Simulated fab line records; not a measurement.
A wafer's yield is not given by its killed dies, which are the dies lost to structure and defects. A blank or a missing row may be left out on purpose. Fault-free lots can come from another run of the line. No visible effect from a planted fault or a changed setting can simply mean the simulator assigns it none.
Which of the tools did it?	flow sky130	route of 708 steps, sampled at 1 step: 11 lots, 33 wafers

## WHAT EACH GAUGE READ, for each wafer
SKY_CONTACT_CD_MEAS_14: the cd target is 170 nm.
lot	measured	on	cdNm (nm)
L953	day 32 05:38	cdSem-01	169.8 168.0 168.4
L954	day 33 05:38	cdSem-02	171.1 171.9 172.2
L962	day 35 19:54	cdSem-02	171.3 171.2 171.0
L960	day 35 22:14	cdSem-02	167.7 169.2 170.6
L959	day 35 23:55	cdSem-01	170.6 170.9 171.8
L965	day 36 03:32	cdSem-01	170.0 168.6 169.3
L968	day 36 13:36	cdSem-01	166.4 168.8 168.1
L970	day 37 13:26	cdSem-02	169.9 170.2 171.2
L971	day 37 13:41	cdSem-02	173.9 173.7 173.2
L973	day 37 23:45	cdSem-02	169.4 171.3 171.8
L975	day 38 15:10	cdSem-02	170.0 168.8 170.1

## WHICH TOOL RAN EACH LOT (tool, then ch and the chambers of the sampled wafers, then the start)
There is no process step in the record ahead of these readings.

## THE ANSWER, worked out from the rows above alone
Rule: usual is defined by the lots themselves. Put in order of their means at a reading, lots are off if they are a third of the lots or fewer, leave a main group of 4 or more, and stand apart from it by a gap of 3 or more times the standard deviation of the main group's means; of several such gaps the widest counts. A main group whose means are all the same, to the digits that the tables above print for the reading, isn't used. Also off: a lot with no number at a reading for which 4 or more lots have one. All remaining lots with rows at the step are treated as sound.
No lot is off on any of the readings shown, so nothing can be concluded from this.

## WHAT THE SIMULATOR HAD INSERTED
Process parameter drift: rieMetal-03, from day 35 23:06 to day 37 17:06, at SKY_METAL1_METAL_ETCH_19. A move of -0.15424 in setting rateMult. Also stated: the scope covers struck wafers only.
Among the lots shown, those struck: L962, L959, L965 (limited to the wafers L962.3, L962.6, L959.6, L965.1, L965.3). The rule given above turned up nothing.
